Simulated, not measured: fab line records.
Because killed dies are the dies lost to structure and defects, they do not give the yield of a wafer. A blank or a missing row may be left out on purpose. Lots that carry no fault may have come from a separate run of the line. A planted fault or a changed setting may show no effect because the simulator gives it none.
The same fault as seen by 2 desks || flow sky130 || numbers are kept per desk, each desk with only its own; the story behind them comes last

THE TOOL OWNER'S DESK: implanter-03
The tool's own readings at SKY_NWELL_IMPLANT_24, given as means over the sampled wafers that have a number, one for each lot that went through this tool. The brackets show how far a lot's mean lies from the usual mean; more than 4 standard deviations puts the lot out of limits, marked OUT.
Columns: A = dose_ions_cm2 at SKY_NWELL_IMPLANT_24, usual 9.201e+12; B = faraday_current_uA at SKY_NWELL_IMPLANT_24, usual 51.6
{"lot": "L192", "first seen here": "day 7 08:19", "A": "1.017e+13 (+99 or more) OUT", "B": "57.5 (+5.3) OUT"}
{"lot": "L194", "first seen here": "day 7 19:06", "A": "1.018e+13 (+99 or more) OUT", "B": "56.9 (+4.8) OUT"}
{"lot": "L202", "first seen here": "day 10 16:30", "A": 9.190e+12, "B": 51.4}
{"lot": "L206", "first seen here": "day 11 03:00", "A": 9.196e+12, "B": 52.0}
This desk's finding: out of limits on L192, L194; first on L192, day 7 08:19 (dose_ions_cm2 at SKY_NWELL_IMPLANT_24). L202, L206: within limits.

THE METROLOGY DESK
What the gauges read for every lot (on any tool): the sampled wafers with a number, averaged. The brackets show how far a lot's mean lies from the usual mean; more than 4 standard deviations puts the lot out of limits, marked OUT.
Columns: A = NWELL_2_TW at SKY_NWELL_TW_MEAS_26, usual 495.4
{"lot": "L184", "first seen here": "day 5 09:51", "A": 499.0}
{"lot": "L189", "first seen here": "day 6 18:49", "A": 498.1}
{"lot": "L192", "first seen here": "day 7 08:32", "A": "508.8 (+6.1) OUT"}
{"lot": "L194", "first seen here": "day 7 19:21", "A": "513.8 (+8.4) OUT"}
{"lot": "L198", "first seen here": "day 8 18:35", "A": 495.4}
{"lot": "L200", "first seen here": "day 9 09:32", "A": 495.4}
{"lot": "L201", "first seen here": "day 10 08:46", "A": 495.7}
{"lot": "L203", "first seen here": "day 10 16:01", "A": 494.1}
{"lot": "L202", "first seen here": "day 10 16:44", "A": 498.3}
{"lot": "L205", "first seen here": "day 10 20:34", "A": 493.3}
{"lot": "L206", "first seen here": "day 11 03:14", "A": 494.6}
{"lot": "L207", "first seen here": "day 11 09:29", "A": 496.5}
This desk's finding: out of limits on L192, L194; first on L192, day 7 08:32 (NWELL_2_TW at SKY_NWELL_TW_MEAS_26). L184, L189, L198, L200, L201, L203, L202, L205, L206, L207: within limits.

PUT TOGETHER
At day 7 08:19, on L192, L194, the tool owner's desk was in a position to raise an alarm.
Metrology desk: alarm possible at day 7 08:32 on L192, L194.
Every lot named ran SKY_NWELL_IMPLANT_24 on implanter-03.

WHAT THE SIMULATOR HAD PUT IN
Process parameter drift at SKY_NWELL_IMPLANT_24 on implanter-03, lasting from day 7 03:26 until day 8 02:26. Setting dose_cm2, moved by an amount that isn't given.
Lots struck among those shown: L192, L194.
Fault start to first reading out of limits, in hours, per desk: tool owner, 5; metrology, 5.
